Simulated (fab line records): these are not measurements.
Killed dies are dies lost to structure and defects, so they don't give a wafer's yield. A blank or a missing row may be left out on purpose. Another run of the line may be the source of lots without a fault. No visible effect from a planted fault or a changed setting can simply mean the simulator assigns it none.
Chamber matching    flow gf180mcu    cmp-02 running GF_V2_CMP_04: 4 sister chambers
The step polishes SiO2. 8 wafers are shown with their chamber, then 7 later ones without.

WAFERS WITH THEIR CHAMBER
wafer   chamber  motor-current-A (A)  time-to-endpoint-s (s)
L155.5  3        11.8                 77
L156.1  3        12.7                 79
L156.5  2        12.3                 81
L157.1  1        11.9                 74
L157.4  0        13.0                 74
L157.6  2        12.8                 73
L160.2  0        12.7                 68
L160.4  1        11.9                 71

WAFERS MISSING THEIR CHAMBER
wafer   motor-current-A (A)  time-to-endpoint-s (s)
L160.5  12.0                 77
L172.1  12.1                 72
L172.2  11.5                 70
L172.4  12.1                 76
L173.1  12.9                 73
L173.3  12.4                 67
L173.5  12.1                 78

EACH ONE'S CHAMBER
wafer   from the rows above                in truth
L160.5  can't be placed: 3 or 1 or 2       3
L172.1  can't be placed: 1 or 3 or 2 or 0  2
L172.2  can't be placed: 1 or 3            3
L172.4  can't be placed: 3 or 1 or 2 or 0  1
L173.1  can't be placed: 0 or 2 or 3       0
L173.3  can't be placed: 0 or 1 or 2 or 3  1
L173.5  can't be placed: 3 or 2 or 1       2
Correct placement for 0 of the 7. Unplaceable from these rows: 7, with the true chamber sitting among the candidates in 7. Wrongly placed: 0.
How it was worked out, from the rows above alone: a wafer's distance from a chamber is the root of the sum, over the readings, of the square of ((its reading less the chamber's mean) divided by the reading's scatter). The wafer belongs to the nearest chamber; if the next one is less than 2 further off, it can't be placed. The mean given for a chamber averages the wafers shown for that chamber. The scatter: the root of (the sum of the squares of (reading less its chamber's mean) over the shown wafers, divided by (wafers less chambers)).
